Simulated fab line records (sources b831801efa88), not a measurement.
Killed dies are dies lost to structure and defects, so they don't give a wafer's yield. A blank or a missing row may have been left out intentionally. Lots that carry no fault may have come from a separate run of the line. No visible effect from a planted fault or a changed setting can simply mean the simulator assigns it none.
fab line records	flow gf180mcu
record lots=24	wafers=72	last-day=34
route steps=602 shown NWELL@52 DUAL_GATE@144 HV_LDD@184 V3@447 V4@492 V5@542
lots that met no fault: taken from a fault-free run of the same line
start-h: hours from the record's opening day to when the first of the lot's shown wafers began	wait-h: hours from the lot's prior step to this one	" same as the row above	L1.1+2: a single row standing in for several wafers	- no value, or no start given	* or withheld: withheld	< > ~ a bound
route shown NAME@n: NAME is a module with steps in the file, n the number in the route of the first one	usual: mean and standard deviation over wafers with no fault	same: alike in all rows	chamber/n: place in a boat	sites: the reading at each site	_std_site: the values' standard deviation	_edge_site: mean of outer sites minus mean of inner sites	radius-mm: how far each site lies from the wafer's centre	mask NAME#n: copy n	behind: tool/chamber where the wafer was last shaped	hold: why the lot went on hold/how many hours it stayed there/how the hold came to an end	device: which transistor (n, p or np) failed to switch	end of line: at the end of the route, the tests of the same wafers	a step without rows: its recipe alone	killed: dies that structure and defects cost at the first sort, which is not the same as the wafer's yield	map: per-die view of a wafer (x killed, . not killed, _ where there is no die)
set.NAME: the setting as run; set.NAME@STEP: as run at that earlier step	model.NAME: the simulator's own value behind a step, which no gauge read
a sample of lots followed through the steps of the route, with each step as a table and each wafer as a row
services: from which hour (start-h, from the record's first day; less than 0 if before it) a tool's chamber was out of use, for how many hours, and why
## steps
# step GF_NWELL_STRIP_10
# recipe chemistry=O2/N2	power-w=1400	pressure-mtorr=1500	platen-temp-c=250	o2-flow-sccm=3000	n2-flow-sccm=300	overash-fraction=0.5
# usual drypump-motor-current-A=6.23/0.27	heater-power-w=335/13	oes-product-au=0.722/0.0048	strip-time-to-endpoint-s=36.92/0.1
# same overash-fraction=0.5
lot.wafer	tool	chamber	start-h	wait-h	drypump-motor-current-A	heater-power-w	oes-product-au	rf-hours-counter-h	strip-time-to-endpoint-s
L074.1	plasma-asher-04	1	56.16	0.1	6.38	347	0.721	41	37.01
L074.4	"	1	"	"	6.37	334	0.719	-	37.00
L074.5	"	0	"	"	6.18	328	0.722	-	36.92
L075.2	plasma-asher-04	1	61.56	0.1	6.40	342	0.725	42	36.96
L075.3	"	1	"	"	6.37	344	0.718	-	36.99
L075.6	"	0	"	"	6.24	323	0.723	-	37.12
L076.1	plasma-asher-04	0	66.61	0.1	6.22	319	0.715	42	37.00
L076.3	"	0	"	"	6.23	320	0.724	-	37.01
L076.5	"	0	"	"	6.23	327	0.726	-	36.84
L077.2	plasma-asher-04	0	74.06	0.1	6.20	312	0.717	43	37.12
L077.4	"	0	"	"	6.20	318	0.723	-	36.91
L077.5	"	1	"	"	6.38	344	0.715	-	36.98
L078.2	plasma-asher-03	0	78.26	0.1	5.72	330	0.730	41	36.88
L078.3	"	1	"	"	5.65	322	0.722	-	36.82
L078.4	"	0	"	"	5.73	329	0.720	-	36.98
L079.3	plasma-asher-04	0	82.84	0.1	6.19	320	0.725	-	36.83
L079.4	"	1	"	"	6.42	346	0.724	-	36.79
L079.5	"	1	"	"	6.36	345	0.722	-	36.74
L080.1	plasma-asher-03	0	87.01	0.1	5.73	326	0.720	42	37.03
L080.5	"	0	"	"	5.72	327	0.713	-	36.99
L080.6	"	1	"	"	5.67	325	0.723	-	36.89
L081.1	plasma-asher-01	0	93.85	0.1	6.58	343	0.714	31	36.97
L081.2	"	1	"	"	6.25	346	0.731	31	37.03
L081.5	"	0	"	"	6.57	360	0.711	-	36.90
L082.2	plasma-asher-04	0	99.85	0.1	6.22	320	0.735	46	36.91
L082.3	"	0	"	"	6.26	322	0.728	-	37.03
L082.4	"	1	"	"	6.39	344	0.727	-	36.91
L083.1	plasma-asher-03	0	104.36	0.1	5.74	324	0.717	43	36.89
L083.2	"	1	"	"	5.62	325	0.718	43	36.88
L083.4	"	0	"	"	5.75	324	0.731	-	36.86
L084.1	plasma-asher-04	1	111.36	0.1	6.40	339	0.730	47	36.90
L084.2	"	0	"	"	6.18	323	0.722	47	36.85
L084.6	"	0	"	"	6.18	320	0.726	-	36.68
L085.4	plasma-asher-04	1	114.29	0.1	6.38	338	0.724	-	37.09
L085.5	"	1	"	"	6.37	340	0.717	-	37.06
L085.6	"	0	"	"	6.22	321	0.725	-	37.06
L086.1	plasma-asher-04	0	120.25	0.1	6.20	326	0.727	48	37.08
L086.3	"	0	"	"	6.17	325	0.730	-	37.04
L086.6	"	1	"	"	6.45	342	0.723	-	36.99
L087.1	plasma-asher-01	1	125.26	0.1	6.28	345	0.720	35	36.67
L087.4	"	0	"	"	6.57	356	0.712	-	36.77
L087.5	"	0	"	"	6.57	341	0.721	-	36.82
L088.2	plasma-asher-04	1	131.10	0.1	6.40	335	0.720	49	36.85
L088.3	"	0	"	"	6.22	311	0.724	-	36.85
L088.5	"	1	"	"	6.39	343	0.713	-	36.93
L089.2	plasma-asher-03	0	135.75	0.1	5.72	339	0.720	2	36.93
L089.3	"	1	"	"	5.66	321	0.722	-	37.00
L089.4	"	0	"	"	5.75	343	0.725	-	36.98
L090.1	plasma-asher-04	0	142.01	0.1	6.24	323	0.718	50	37.00
L090.2	"	1	"	"	6.32	347	0.722	50	36.95
L090.5	"	1	"	"	6.34	351	0.716	-	36.99
L091.1	plasma-asher-04	0	151.85	0.1	6.21	320	0.718	51	36.96
L091.5	"	1	"	"	6.38	337	0.711	-	36.85
L091.6	"	0	"	"	6.20	326	0.720	-	36.94
L092.1	plasma-asher-04	1	161.95	0.1	6.39	341	0.725	52	36.89
L092.2	"	0	"	"	6.21	325	0.729	52	36.78
L092.5	"	0	"	"	6.21	328	0.727	-	36.79
L093.1	plasma-asher-01	1	162.21	0.1	6.20	344	0.725	39	37.09
L093.4	"	0	"	"	6.55	351	0.724	-	37.04
L093.6	"	1	"	"	6.26	336	0.734	-	36.95
L094.1	plasma-asher-01	0	166.75	0.1	6.59	359	0.723	39	36.85
L094.2	"	1	"	"	6.26	350	0.726	39	36.95
L094.3	"	0	"	"	6.59	355	0.726	-	36.82
L095.1	plasma-asher-01	1	172.51	0.1	6.26	348	0.720	40	37.03
L095.3	"	1	"	"	6.28	344	0.724	-	37.04
L095.4	"	0	"	"	6.57	352	0.722	-	36.90
L096.1	plasma-asher-04	1	180.40	0.1	6.41	338	0.718	54	36.70
L096.2	"	0	"	"	6.24	318	0.721	54	36.80
L096.4	"	1	"	"	6.42	347	0.725	-	36.89
L097.2	plasma-asher-01	1	185.55	0.1	6.25	346	0.719	42	36.76
L097.5	"	0	"	"	6.58	354	0.720	-	36.80
L097.6	"	1	"	"	6.23	342	0.721	-	36.79
# step GF_DUAL_GATE_THK_MEAS_03
# recipe reads=SiO2_of_DUAL_GATE_OXIDATION_02
# usual DUAL_GATE_OXIDATION_00_THK=10.83/0.19
lot.wafer	tool	chamber	start-h	wait-h	DUAL_GATE_OXIDATION_00_THK[nm]
L074.1	film-metro-03	-	159.42	0.0	11.16
L074.4	"	-	"	"	11.04
L074.5	"	-	"	"	10.92
L075.2	film-metro-04	-	165.26	0.0	11.16
L075.3	"	-	"	"	11.05
L075.6	"	-	"	"	11.05
L076.1	film-metro-04	-	171.43	0.0	11.27
L076.3	"	-	"	"	11.04
L076.5	"	-	"	"	11.14
L077.2	film-metro-02	-	180.68	0.0	10.55
L077.4	"	-	"	"	10.56
L077.5	"	-	"	"	10.46
L078.2	film-metro-02	-	186.60	0.0	10.94
L078.3	"	-	"	"	10.81
L078.4	"	-	"	"	10.90
L079.3	film-metro-02	-	193.03	0.0	11.06
L079.4	"	-	"	"	10.90
L079.5	"	-	"	"	10.99
L080.1	film-metro-03	-	197.18	0.0	10.40
L080.5	"	-	"	"	10.79
L080.6	"	-	"	"	10.61
L081.1	film-metro-02	-	206.52	0.0	11.10
L081.2	"	-	"	"	11.20
L081.5	"	-	"	"	10.97
L082.2	film-metro-02	-	213.60	0.0	10.49
L082.3	"	-	"	"	10.58
L082.4	"	-	"	"	10.59
L083.1	film-metro-04	-	221.39	0.0	10.78
L083.2	"	-	"	"	10.64
L083.4	"	-	"	"	10.68
L084.1	film-metro-04	-	226.30	0.0	10.84
L084.2	"	-	"	"	10.99
L084.6	"	-	"	"	10.79
L085.4	film-metro-03	-	228.10	0.0	10.72
L085.5	"	-	"	"	10.80
L085.6	"	-	"	"	10.69
L086.1	film-metro-02	-	239.12	0.0	10.60
L086.3	"	-	"	"	10.54
L086.6	"	-	"	"	10.76
L087.1	film-metro-03	-	244.93	0.0	10.87
L087.4	"	-	"	"	11.06
L087.5	"	-	"	"	10.76
L088.2	film-metro-02	-	257.99	0.0	10.73
L088.3	"	-	"	"	10.77
L088.5	"	-	"	"	10.64
L089.2	film-metro-02	-	259.67	0.0	10.77
L089.3	"	-	"	"	10.92
L089.4	"	-	"	"	10.89
L090.1	film-metro-03	-	263.48	0.0	10.90
L090.2	"	-	"	"	10.83
L090.5	"	-	"	"	10.90
L091.1	film-metro-03	-	280.55	0.0	10.90
L091.5	"	-	"	"	10.86
L091.6	"	-	"	"	10.93
L092.1	film-metro-02	-	289.96	0.0	10.58
L092.2	"	-	"	"	10.77
L092.5	"	-	"	"	10.80
L093.1	film-metro-02	-	301.63	0.0	10.78
L093.4	"	-	"	"	10.79
L093.6	"	-	"	"	10.63
L094.1	film-metro-02	-	302.96	0.0	10.86
L094.2	"	-	"	"	10.90
L094.3	"	-	"	"	10.93
L095.1	film-metro-04	-	307.15	0.0	11.17
L095.3	"	-	"	"	10.99
L095.4	"	-	"	"	11.09
L096.1	film-metro-02	-	318.45	0.0	10.63
L096.2	"	-	"	"	10.57
L096.4	"	-	"	"	10.79
L097.2	film-metro-02	-	320.87	0.0	10.69
L097.5	"	-	"	"	10.87
L097.6	"	-	"	"	10.83
# step GF_HV_LDD_OVL_MEAS_08
# usual HV_LDD_OVL=-1.3/1.2
lot.wafer	tool	chamber	start-h	wait-h	HV_LDD_OVL[nm]
L074.1	overlay-01	-	218.54	0.1	-2.0
L074.4	"	-	"	"	-2.4
L074.5	"	-	"	"	-3.1
L075.2	overlay-01	-	221.15	0.1	-0.7
L075.3	"	-	"	"	-0.9
L075.6	"	-	"	"	0.1
L076.1	overlay-01	-	225.53	0.1	-1.0
L076.3	"	-	"	"	-1.3
L076.5	"	-	"	"	-2.3
L077.2	overlay-02	-	237.29	0.1	-2.3
L077.4	"	-	"	"	-0.2
L077.5	"	-	"	"	-0.5
L078.2	overlay-01	-	241.74	0.1	-1.5
L078.3	"	-	"	"	-2.4
L078.4	"	-	"	"	0.0
L079.3	overlay-02	-	249.55	0.1	-2.4
L079.4	"	-	"	"	-2.0
L079.5	"	-	"	"	-1.9
L080.1	overlay-02	-	262.19	0.1	-0.3
L080.5	"	-	"	"	-1.2
L080.6	"	-	"	"	-1.8
L081.1	overlay-01	-	265.83	0.1	0.7
L081.2	"	-	"	"	-0.2
L081.5	"	-	"	"	0.7
L082.2	overlay-01	-	273.74	0.1	-0.2
L082.3	"	-	"	"	1.1
L082.4	"	-	"	"	-0.2
L083.1	overlay-01	-	284.01	0.1	-0.3
L083.2	"	-	"	"	0.4
L083.4	"	-	"	"	0.1
L084.1	overlay-02	-	290.14	0.1	-1.4
L084.2	"	-	"	"	-3.4
L084.6	"	-	"	"	-4.1
L085.4	overlay-02	-	290.51	0.1	-2.1
L085.5	"	-	"	"	-2.0
L085.6	"	-	"	"	-2.1
L086.1	overlay-01	-	303.38	0.1	-2.8
L086.3	"	-	"	"	-3.1
L086.6	"	-	"	"	-0.2
L087.1	overlay-01	-	309.14	0.1	-1.2
L087.4	"	-	"	"	0.9
L087.5	"	-	"	"	1.7
L088.2	overlay-01	-	325.49	0.1	-2.7
L088.3	"	-	"	"	0.7
L088.5	"	-	"	"	0.0
L089.2	overlay-02	-	329.09	0.1	0.6
L089.3	"	-	"	"	-1.6
L089.4	"	-	"	"	-0.9
L090.1	overlay-01	-	329.34	0.1	-3.5
L090.2	"	-	"	"	-3.2
L090.5	"	-	"	"	-0.9
L091.1	overlay-01	-	349.44	0.1	-2.8
L091.5	"	-	"	"	-3.7
L091.6	"	-	"	"	-4.0
L092.1	overlay-01	-	358.73	0.1	0.0
L092.2	"	-	"	"	0.3
L092.5	"	-	"	"	-2.1
L093.1	overlay-02	-	371.53	0.1	-1.7
L093.4	"	-	"	"	-2.5
L093.6	"	-	"	"	-1.2
L094.1	overlay-01	-	372.99	0.1	-1.2
L094.2	"	-	"	"	-1.8
L094.3	"	-	"	"	-0.7
L095.1	overlay-01	-	377.94	0.1	-0.6
L095.3	"	-	"	"	-2.0
L095.4	"	-	"	"	0.3
L096.1	overlay-01	-	389.59	0.1	-1.3
L096.2	"	-	"	"	-2.1
L096.4	"	-	"	"	-1.3
L097.2	overlay-02	-	393.34	0.1	-0.7
L097.5	"	-	"	"	-2.9
L097.6	"	-	"	"	-2.0
# step GF_V3_STRIP_18
# recipe chemistry=O2/N2	power-w=1400	pressure-mtorr=1500	platen-temp-c=250	o2-flow-sccm=3000	n2-flow-sccm=300	overash-fraction=0.5
# usual drypump-motor-current-A=5.8/0.42	heater-power-w=345/28	oes-product-au=0.593/0.0048
# same overash-fraction=0.5
lot.wafer	tool	chamber	start-h	wait-h	drypump-motor-current-A	heater-power-w	oes-product-au	rf-hours-counter-h
L074.1	plasma-asher-03	1	512.79	-	5.6	317	0.598	38
L074.4	"	1	"	"	5.6	325	0.607	-
L074.5	"	1	"	"	5.7	313	0.598	-
L075.2	plasma-asher-02	1	519.79	-	5.9	394	0.600	9
L075.3	"	0	"	"	5.1	353	0.592	-
L075.6	"	0	"	"	5.0	344	0.596	-
L076.1	plasma-asher-02	0	526.55	-	5.1	350	0.591	9
L076.3	"	0	"	"	5.0	347	0.587	-
L076.5	"	1	"	"	5.9	401	0.600	-
L077.2	plasma-asher-03	1	541.19	-	5.7	321	0.585	41
L077.4	"	1	"	"	5.7	318	0.588	-
L077.5	"	1	"	"	5.6	322	0.591	-
L078.2	plasma-asher-03	0	545.20	-	5.7	340	0.594	41
L078.3	"	1	"	"	5.7	313	0.591	-
L078.4	"	0	"	"	5.7	350	0.596	-
L079.3	plasma-asher-03	1	558.68	-	5.6	322	0.590	-
L079.4	"	0	"	"	5.8	337	0.597	-
L079.5	"	1	"	"	5.7	317	0.595	-
L080.1	plasma-asher-04	1	569.65	-	6.4	347	0.590	96
L080.5	"	1	"	"	6.4	338	0.593	-
L080.6	"	0	"	"	6.2	319	0.592	-
L081.1	plasma-asher-03	0	576.90	-	5.7	347	0.598	45
L081.2	"	1	"	"	5.7	314	0.582	45
L081.5	"	1	"	"	5.7	317	0.594	-
L082.2	plasma-asher-02	0	581.56	-	5.0	348	0.596	15
L082.3	"	0	"	"	5.0	347	0.598	-
L082.4	"	1	"	"	5.9	407	0.595	-
L083.1	plasma-asher-04	0	593.14	-	6.2	316	0.580	99
L083.2	"	1	"	"	6.4	346	0.589	99
L083.4	"	1	"	"	6.4	333	0.592	-
L084.1	plasma-asher-02	1	598.10	-	5.9	386	0.592	17
L084.2	"	0	"	"	5.0	344	0.597	17
L084.6	"	1	"	"	5.9	394	0.601	-
L085.4	plasma-asher-03	0	600.03	-	5.7	351	0.589	-
L085.5	"	0	"	"	5.7	346	0.592	-
L085.6	"	1	"	"	5.6	325	0.591	-
L086.1	plasma-asher-02	0	614.30	-	5.0	339	0.589	19
L086.3	"	0	"	"	5.0	348	0.594	-
L086.6	"	0	"	"	5.0	344	0.602	-
L087.1	plasma-asher-04	0	620.94	-	6.2	316	0.589	102
L087.4	"	0	"	"	6.2	318	0.600	-
L087.5	"	0	"	"	6.2	320	0.585	-
L088.2	plasma-asher-04	0	636.94	-	6.2	313	0.595	104
L088.3	"	1	"	"	6.4	353	0.588	-
L088.5	"	1	"	"	6.4	339	0.587	-
L089.2	plasma-asher-02	1	638.95	-	5.9	400	0.591	22
L089.3	"	1	"	"	5.9	407	0.589	-
L089.4	"	0	"	"	5.0	343	0.596	-
L090.1	plasma-asher-04	0	639.14	-	6.2	325	0.593	104
L090.2	"	1	"	"	6.4	340	0.597	104
L090.5	"	1	"	"	6.4	341	0.602	-
L091.1	plasma-asher-02	1	657.94	-	5.9	396	0.592	25
L091.5	"	0	"	"	5.1	346	0.598	-
L091.6	"	1	"	"	5.9	399	0.588	-
L092.1	plasma-asher-04	1	663.94	-	6.4	340	0.594	108
L092.2	"	0	"	"	6.2	323	0.591	108
L092.5	"	1	"	"	6.4	337	0.598	-
L093.1	plasma-asher-04	0	676.25	-	6.2	332	0.589	109
L093.4	"	0	"	"	6.2	318	0.594	-
L093.6	"	0	"	"	6.2	318	0.595	-
L094.1	plasma-asher-03	1	677.55	-	5.7	315	0.588	50
L094.2	"	0	"	"	5.7	347	0.594	50
L094.3	"	0	"	"	5.7	338	0.589	-
L095.1	plasma-asher-03	0	681.85	-	5.7	331	0.600	50
L095.3	"	1	"	"	5.6	313	0.593	-
L095.4	"	0	"	"	5.7	350	0.597	-
L096.1	plasma-asher-02	1	691.65	-	5.9	407	0.593	29
L096.2	"	0	"	"	5.0	354	0.589	29
L096.4	"	0	"	"	5.0	346	0.597	-
L097.2	plasma-asher-03	0	693.47	-	5.7	350	0.588	52
L097.5	"	0	"	"	5.7	346	0.586	-
L097.6	"	1	"	"	5.6	320	0.595	-
# step GF_V4_ETCH_16
# recipe chemistry=N2/H2	target-depth-a=withheld	overetch-a=withheld	time-s=withheld	target=BARC	ion-energy-ev=202.5	source-w=500	bias-w=100	pressure-mtorr=30	n2-flow-sccm=100	h2-flow-sccm=200
# usual drypump-motor-current-A=6.0/0.49	oes-product-au=0.855/0.0051	throttle-valve-pct=13.226/0.0091
lot.wafer	tool	chamber	start-h	wait-h	drypump-motor-current-A	oes-product-au	throttle-valve-pct
L074.1	rie-diel-04	1	560.46	0.0	5.5	0.851	13.228
L074.4	"	3	"	"	6.0	0.853	13.220
L074.5	"	1	"	"	5.4	0.849	13.223
L075.2	rie-diel-04	0	568.42	0.0	6.6	0.861	13.232
L075.3	"	3	"	"	6.0	0.857	13.230
L075.6	"	3	"	"	5.9	0.854	13.221
L076.1	rie-diel-02	0	574.72	0.0	6.3	0.860	13.239
L076.3	"	1	"	"	5.7	0.852	13.220
L076.5	"	2	"	"	5.1	0.861	13.219
L077.2	rie-diel-02	2	587.47	0.0	5.1	0.853	13.231
L077.4	"	3	"	"	4.8	0.855	13.231
L077.5	"	1	"	"	5.7	0.853	13.223
L078.2	rie-diel-03	0	592.66	0.0	6.3	0.848	13.227
L078.3	"	3	"	"	6.1	0.850	13.208
L078.4	"	1	"	"	5.8	0.852	13.227
L079.3	rie-diel-03	1	604.51	0.0	5.8	0.857	13.229
L079.4	"	2	"	"	6.6	0.852	13.248
L079.5	"	0	"	"	6.3	0.855	13.242
L080.1	rie-diel-02	2	615.41	0.0	5.1	0.853	13.234
L080.5	"	3	"	"	4.8	0.855	13.223
L080.6	"	0	"	"	6.4	0.858	13.228
L081.1	rie-diel-03	2	622.47	0.0	6.6	0.866	13.232
L081.2	"	3	"	"	6.1	0.856	13.218
L081.5	"	2	"	"	6.6	0.861	13.214
L082.2	rie-diel-02	2	625.67	0.0	5.1	0.853	13.210
L082.3	"	1	"	"	5.7	0.846	13.223
L082.4	"	0	"	"	6.3	0.848	13.231
L083.1	rie-diel-02	2	637.27	0.0	5.1	0.851	13.210
L083.2	"	1	"	"	5.7	0.856	13.234
L083.4	"	0	"	"	6.3	0.847	13.237
L084.1	rie-diel-04	1	642.52	0.0	5.4	0.859	13.232
L084.2	"	0	"	"	6.6	0.862	13.236
L084.6	"	2	"	"	5.8	0.856	13.231
L085.4	rie-diel-03	1	643.74	0.0	5.8	0.853	13.218
L085.5	"	0	"	"	6.3	0.860	13.212
L085.6	"	3	"	"	6.1	0.848	13.234
L086.1	rie-diel-04	0	656.12	0.0	6.6	0.855	13.237
L086.3	"	2	"	"	5.8	0.859	13.232
L086.6	"	0	"	"	6.6	0.856	13.222
L087.1	rie-diel-03	2	663.16	0.0	6.6	0.855	13.231
L087.4	"	3	"	"	6.1	0.850	13.228
L087.5	"	3	"	"	6.1	0.860	13.222
L088.2	rie-diel-04	2	678.77	0.0	5.7	0.852	13.227
L088.3	"	0	"	"	6.6	0.856	13.219
L088.5	"	0	"	"	6.6	0.853	13.218
L089.2	rie-diel-03	2	680.56	0.0	6.6	0.859	13.215
L089.3	"	1	"	"	5.8	0.861	13.231
L089.4	"	0	"	"	6.3	0.852	13.221
L090.1	rie-diel-04	2	681.66	0.0	5.8	0.856	13.217
L090.2	"	1	"	"	5.4	0.842	13.223
L090.5	"	0	"	"	6.6	0.857	13.219
L091.1	rie-diel-04	1	698.81	0.0	5.4	0.854	13.210
L091.5	"	0	"	"	6.6	0.855	13.233
L091.6	"	3	"	"	6.0	0.854	13.227
L092.1	rie-diel-02	3	705.21	0.0	4.9	0.851	13.218
L092.2	"	0	"	"	6.3	0.863	13.218
L092.5	"	2	"	"	5.1	0.848	13.230
L093.1	rie-diel-03	3	716.12	0.0	6.1	0.851	13.226
L093.4	"	1	"	"	5.8	0.851	13.217
L093.6	"	2	"	"	6.6	0.859	13.213
L094.1	rie-diel-04	2	717.56	0.0	5.8	0.851	13.235
L094.2	"	1	"	"	5.4	0.851	13.239
L094.3	"	0	"	"	6.6	0.841	13.229
L095.1	rie-diel-03	0	721.09	0.0	6.3	0.860	13.228
L095.3	"	2	"	"	6.6	0.850	13.231
L095.4	"	1	"	"	5.8	0.854	13.219
L096.1	rie-diel-04	1	730.55	0.0	5.5	0.855	13.241
L096.2	"	3	"	"	5.9	0.851	13.206
L096.4	"	2	"	"	5.8	0.848	13.234
L097.2	rie-diel-03	1	732.66	0.0	5.8	0.860	13.219
L097.5	"	1	"	"	5.8	0.852	13.235
L097.6	"	2	"	"	6.6	0.859	13.211
# step GF_V5_CVD_02
# recipe material=SiO2	target-thk-nm=1450	precursor=TEOS	temp-c=400	time-s=163.28	rf-w=600
# usual heater-power-w=714/88
lot.wafer	tool	chamber	start-h	wait-h	heater-power-w
L074.1	pecvd-02	2	606.51	0.1	698
L074.4	"	1	"	"	643
L074.5	"	2	"	"	763
L075.2	pecvd-01	0	613.99	0.0	839
L075.3	"	1	"	"	768
L075.6	"	2	"	"	701
L076.1	pecvd-01	2	620.29	0.1	681
L076.3	"	0	"	"	807
L076.5	"	0	"	"	859
L077.2	pecvd-01	1	631.49	0.0	671
L077.4	"	0	"	"	736
L077.5	"	1	"	"	736
L078.2	pecvd-03	1	636.95	0.0	877
L078.3	"	2	"	"	655
L078.4	"	1	"	"	735
L079.3	pecvd-03	2	647.54	0.0	589
L079.4	"	2	"	"	651
L079.5	"	0	"	"	701
L080.1	pecvd-01	0	657.91	0.1	870
L080.5	"	0	"	"	725
L080.6	"	1	"	"	777
L081.1	pecvd-03	2	665.05	0.1	628
L081.2	"	1	"	"	742
L081.5	"	0	"	"	571
L082.2	pecvd-01	0	667.90	0.0	760
L082.3	"	1	"	"	710
L082.4	"	0	"	"	865
L083.1	pecvd-02	0	678.59	0.1	735
L083.2	"	1	"	"	633
L083.4	"	1	"	"	682
L084.1	pecvd-01	0	683.89	0.1	883
L084.2	"	1	"	"	716
L084.6	"	2	"	"	584
L085.4	pecvd-02	2	685.34	0.1	780
L085.5	"	1	"	"	673
L085.6	"	0	"	"	797
L086.1	pecvd-01	0	696.80	0.1	838
L086.3	"	1	"	"	675
L086.6	"	0	"	"	906
L087.1	pecvd-01	2	703.79	0.1	636
L087.4	"	1	"	"	766
L087.5	"	2	"	"	694
L088.2	pecvd-03	1	718.70	0.0	814
L088.3	"	1	"	"	870
L088.5	"	1	"	"	749
L089.2	pecvd-03	1	720.49	0.0	878
L089.3	"	0	"	"	555
L089.4	"	1	"	"	751
L090.1	pecvd-02	1	720.66	0.1	632
L090.2	"	2	"	"	769
L090.5	"	1	"	"	687
L091.1	pecvd-01	2	737.32	0.1	728
L091.5	"	1	"	"	608
L091.6	"	2	"	"	555
L092.1	pecvd-02	1	743.84	0.1	626
L092.2	"	2	"	"	741
L092.5	"	1	"	"	682
L093.1	pecvd-02	1	752.39	0.1	645
L093.4	"	1	"	"	545
L093.6	"	2	"	"	765
L094.1	pecvd-01	0	754.49	0.1	915
L094.2	"	2	"	"	725
L094.3	"	1	"	"	672
L095.1	pecvd-01	1	758.09	0.1	685
L095.3	"	2	"	"	745
L095.4	"	0	"	"	726
L096.1	pecvd-03	0	767.54	0.1	652
L096.2	"	1	"	"	853
L096.4	"	1	"	"	742
L097.2	pecvd-02	2	768.89	0.0	755
L097.5	"	2	"	"	818
L097.6	"	0	"	"	755
## services
tool	chamber	start-h	hours	kind
rie-diel-03	2	32.60	2.2	repair
plasma-asher-04	-	36.47	2.6	repair
plasma-asher-03	-	92.80	4.1	repair
plasma-asher-03	-	93.08	7.8	repair
plasma-asher-04	-	103.89	4.1	repair
plasma-asher-03	-	108.79	9.0	pm
pecvd-01	0	127.95	6.1	repair
pecvd-01	2	130.04	10.7	repair
pecvd-01	-	145.24	6.0	pm
plasma-asher-03	-	172.20	14.6	pm
pecvd-01	2	208.54	5.5	repair
plasma-asher-04	-	212.34	2.5	repair
pecvd-01	-	275.79	0.9	repair
plasma-asher-03	-	281.59	3.2	repair
pecvd-01	-	293.51	1.0	repair
pecvd-01	-	392.67	2.8	pm
plasma-asher-03	-	398.71	2.3	repair
pecvd-01	2	524.48	13.7	repair
plasma-asher-04	-	528.00	1.6	repair
plasma-asher-03	-	532.27	3.9	repair
plasma-asher-03	-	613.06	53.1	pm
plasma-asher-04	-	678.98	2.2	repair
plasma-asher-04	-	733.75	9.0	pm
plasma-asher-03	-	742.40	1.4	repair
## key
fault none
